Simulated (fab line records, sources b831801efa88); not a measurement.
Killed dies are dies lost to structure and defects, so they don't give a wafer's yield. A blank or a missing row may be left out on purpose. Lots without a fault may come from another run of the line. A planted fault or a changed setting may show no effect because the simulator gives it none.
Which tool did it? | flow sky130 | 14 lots, 42 wafers sampled, at 5 steps of a route of 708

WHAT THE GAUGES READ, wafer by wafer
SKY_PWDE_OVL_MEAS_07. Usual: PWDE_OVL 0.5 nm, standard deviation 1.5.
lot  | measured    | on         | PWDE_OVL (nm)  | flag
L109 | day 3 19:14 | overlay-02 | 1.0 1.6 1.2    |
L111 | day 4 08:38 | overlay-02 | -1.3 1.0 -1.4  |
L112 | day 4 10:44 | overlay-02 | 1.6 2.3 2.5    |
L113 | day 4 19:02 | overlay-02 | -2.2 1.3 0.0   |
L115 | day 5 10:44 | overlay-01 | 0.0 -0.1 1.2   |
L118 | day 6 03:05 | overlay-01 | 0.8 1.0 1.0    |
L119 | day 6 05:41 | overlay-01 | -0.4 1.4 1.5   |
L120 | day 6 10:23 | overlay-01 | 2.0 1.2 1.4    |
L121 | day 6 14:32 | overlay-02 | -0.9 1.2 0.9   |
L127 | day 8 04:14 | overlay-01 | 1.1 2.0 0.4    |
L129 | day 8 14:08 | overlay-01 | 0.8 1.9 0.2    |
L130 | day 8 18:35 | overlay-01 | -0.4 -2.3 -3.0 |
L131 | day 9 02:14 | overlay-01 | 0.2 -0.9 2.0   |
L132 | day 9 20:19 | overlay-01 | 3.7 2.9 2.1    |

SKY_VT_ADJUST_PCH_OVL_MEAS_07. Usual: VT_ADJUST_PCH_OVL 0.6 nm, standard deviation 1.4.
lot  | measured     | on         | VT_ADJUST_PCH_OVL (nm) | flag
L109 | day 10 14:53 | overlay-01 | -0.5 0.9 -2.1          |
L111 | day 10 21:17 | overlay-02 | -0.8 0.6 1.4           |
L112 | day 11 13:02 | overlay-01 | 0.0 -1.2 0.2           |
L113 | day 11 15:41 | overlay-01 | 1.0 3.2 2.1            |
L115 | day 12 15:05 | overlay-01 | 3.4 3.3 2.6            |
L118 | day 13 15:42 | overlay-01 | 0.3 0.8 1.8            |
L119 | day 13 16:02 | overlay-02 | - - -                  | OFF
L120 | day 13 18:11 | overlay-01 | - - -                  | OFF
L121 | day 13 22:44 | overlay-02 | - - -                  | OFF
L127 | day 16 05:22 | overlay-02 | 2.5 2.5 -0.4           |
L129 | day 17 01:44 | overlay-02 | 0.4 2.3 0.7            |
L130 | day 17 04:20 | overlay-01 | 0.3 -1.7 -0.6          |
L131 | day 17 06:38 | overlay-02 | 0.3 1.4 -0.1           |
L132 | day 18 05:53 | overlay-01 | -0.1 -0.9 -1.0         |

SKY_LDD_N_OVL_MEAS_07. Usual: LDD_N_OVL -0.9 nm, standard deviation 1.3.
lot  | measured     | on         | LDD_N_OVL (nm) | flag
L109 | day 18 00:11 | overlay-01 | -2.5 -1.6 -1.7 |
L111 | day 18 08:41 | overlay-02 | 0.4 -1.6 -0.4  |
L112 | day 18 20:29 | overlay-02 | -1.5 -2.0 -2.3 |
L113 | day 19 04:59 | overlay-01 | 0.5 1.1 -1.1   |
L115 | day 20 10:05 | overlay-02 | -2.1 -0.5 -2.0 |
L118 | day 21 11:56 | overlay-02 | -0.5 -0.7 -0.6 |
L119 | day 21 18:11 | overlay-01 | -0.6 -1.4 -0.5 |
L120 | day 21 16:50 | overlay-02 | -0.4 -0.8 0.0  |
L121 | day 21 21:53 | overlay-01 | 0.8 -0.5 -1.3  |
L127 | day 24 09:20 | overlay-01 | -0.2 -1.6 -1.5 |
L129 | day 25 08:26 | overlay-02 | -2.1 -2.0 -3.2 |
L130 | day 25 10:26 | overlay-02 | -0.9 -2.0 -1.6 |
L131 | day 25 13:11 | overlay-01 | 1.3 -0.4 0.7   |
L132 | day 26 14:23 | overlay-02 | -1.1 -3.0 -0.3 |

SKY_LDD_HVN_OVL_MEAS_07. Usual: LDD_HVN_OVL -1.1 nm, standard deviation 1.5.
lot  | measured     | on         | LDD_HVN_OVL (nm) | flag
L109 | day 20 15:20 | overlay-02 | -0.5 -2.4 -0.1   |
L111 | day 20 22:44 | overlay-01 | -0.8 0.4 -0.2    |
L112 | day 21 12:02 | overlay-01 | 1.1 0.4 -0.2     |
L113 | day 21 19:50 | overlay-02 | -0.6 -0.6 -1.2   |
L115 | day 23 01:27 | overlay-02 | -0.1 -3.2 0.4    |
L118 | day 24 02:03 | overlay-01 | -0.4 -1.0 -1.8   |
L119 | day 24 08:05 | overlay-01 | -0.4 -4.0 -0.3   |
L120 | day 24 06:38 | overlay-01 | 0.3 0.7 0.3      |
L121 | day 24 10:56 | overlay-01 | 2.4 -0.4 0.4     |
L127 | day 26 22:11 | overlay-01 | -1.5 -1.0 -2.5   |
L129 | day 27 18:04 | overlay-02 | -1.2 0.0 -0.8    |
L130 | day 27 21:38 | overlay-02 | -0.7 -2.4 -0.9   |
L131 | day 28 00:24 | overlay-02 | -1.9 -3.8 -2.4   |
L132 | day 28 23:47 | overlay-01 | 0.3 0.6 0.5      |

WHICH TOOL RAN EACH LOT (tool, then ch and the chambers of the sampled wafers, then the start)
lot  | SKY_VT_ADJUST_PCH_DEVELOP_06
L109 | litho_track-03 ch 0, day 10 14:00
L111 | litho_track-03 ch 0, day 10 21:00
L112 | litho_track-02 ch 0, day 11 12:00
L113 | litho_track-02 ch 0, day 11 15:00
L115 | litho_track-02 ch 0, day 12 14:00
L118 | litho_track-03 ch 0, day 13 15:00
L119 | litho_track-03 ch 0, day 13 15:00
L120 | litho_track-03 ch 0, day 13 18:00
L121 | litho_track-03 ch 0, day 13 22:00
L127 | litho_track-04 ch 0, day 16 05:00
L129 | litho_track-03 ch 0, day 17 01:00
L130 | litho_track-03 ch 0, day 17 04:00
L131 | litho_track-02 ch 0, day 17 06:00
L132 | litho_track-03 ch 0, day 18 05:00
- SKY_VT_ADJUST_PCH_DEVELOP_06: develop time 60 s.

WHAT THE TOOLS THEMSELVES READ (means of the sampled wafers that have a number; where no wafer has one, the mark that the record gives instead)
The record holds no such reading with a usual standard deviation.

THE ANSWER, worked out from the rows above alone
Rule: a lot is off if the mean of its wafers that have a number lies more than 3 standard deviations from the usual mean. A lot without any number at a reading at which 4 lots or more have one is off too. The other lots that the step has rows for count as sound. The gauges are gone through in route order, then the tools' own readings, and for those a lot's mean is taken as printed above. The first step at which some lot is off is used, and at that step the reading that is off furthest; a lot without a number counts as furthest.
Off: L119, L120, L121, at SKY_VT_ADJUST_PCH_OVL_MEAS_07 (VT_ADJUST_PCH_OVL). Without a number there: L119, L120, L121.
A tool fits if, at a process step before that reading, it ran every lot that is off, and no sound lot after the first of them. The gauges at SKY_VT_ADJUST_PCH_OVL_MEAS_07 are tried like those tools. None of those tried fits.

WHAT THE SIMULATOR HAD PUT IN
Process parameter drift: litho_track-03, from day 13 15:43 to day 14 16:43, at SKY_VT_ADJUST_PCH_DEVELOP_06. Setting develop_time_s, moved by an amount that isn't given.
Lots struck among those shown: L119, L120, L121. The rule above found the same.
